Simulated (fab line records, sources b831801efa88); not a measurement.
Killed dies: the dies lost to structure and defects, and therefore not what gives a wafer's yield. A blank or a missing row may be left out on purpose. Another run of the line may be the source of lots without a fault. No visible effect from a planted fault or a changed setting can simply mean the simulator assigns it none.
Matching of chambers / flow gf180mcu / GF_V5_CVD_02 on pecvd-01: 3 sister chambers
The step deposits SiO2 from TEOS, target thk 1450 nm, time 163.28 s. 6 wafers are shown with their chamber, then 7 later ones without.

== WAFERS PAIRED WITH THEIR CHAMBERS ==
wafer=L078.6; chamber=0; heaterPowerW (W)=565
wafer=L081.1; chamber=2; heaterPowerW (W)=669
wafer=L081.4; chamber=0; heaterPowerW (W)=681
wafer=L081.6; chamber=1; heaterPowerW (W)=526
wafer=L088.2; chamber=2; heaterPowerW (W)=720
wafer=L088.5; chamber=1; heaterPowerW (W)=637

== WAFERS WITH NO CHAMBER GIVEN ==
wafer=L088.6; heaterPowerW (W)=704
wafer=L091.3; heaterPowerW (W)=589
wafer=L091.4; heaterPowerW (W)=646
wafer=L091.5; heaterPowerW (W)=527
wafer=L096.1; heaterPowerW (W)=653
wafer=L096.3; heaterPowerW (W)=584
wafer=L096.5; heaterPowerW (W)=642

== EACH ONE'S CHAMBER ==
wafer=L088.6; from the rows above=can't be placed: 2 or 0 or 1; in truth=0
wafer=L091.3; from the rows above=can't be placed: 1 or 0 or 2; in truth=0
wafer=L091.4; from the rows above=can't be placed: 0 or 2 or 1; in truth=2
wafer=L091.5; from the rows above=can't be placed: 1 or 0 or 2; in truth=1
wafer=L096.1; from the rows above=can't be placed: 0 or 2 or 1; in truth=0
wafer=L096.3; from the rows above=can't be placed: 1 or 0 or 2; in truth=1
wafer=L096.5; from the rows above=can't be placed: 0 or 2 or 1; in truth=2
Placed correctly: 0 of 7. Can't be placed from these rows: 7 (the true chamber is among the candidates in 7). Number placed wrongly: 0.
How it was worked out, from the rows above alone: a wafer's distance from a chamber is the root of the sum, over the readings, of the square of ((its reading less the chamber's mean) divided by the reading's scatter). The wafer belongs to the nearest chamber; if the next one is less than 2 further off, it can't be placed. A chamber's mean is the mean of its shown wafers. How the scatter is found: for the shown wafers, subtract from each reading the mean of its chamber, square and add these, divide the total by (wafers less chambers), then take the root.
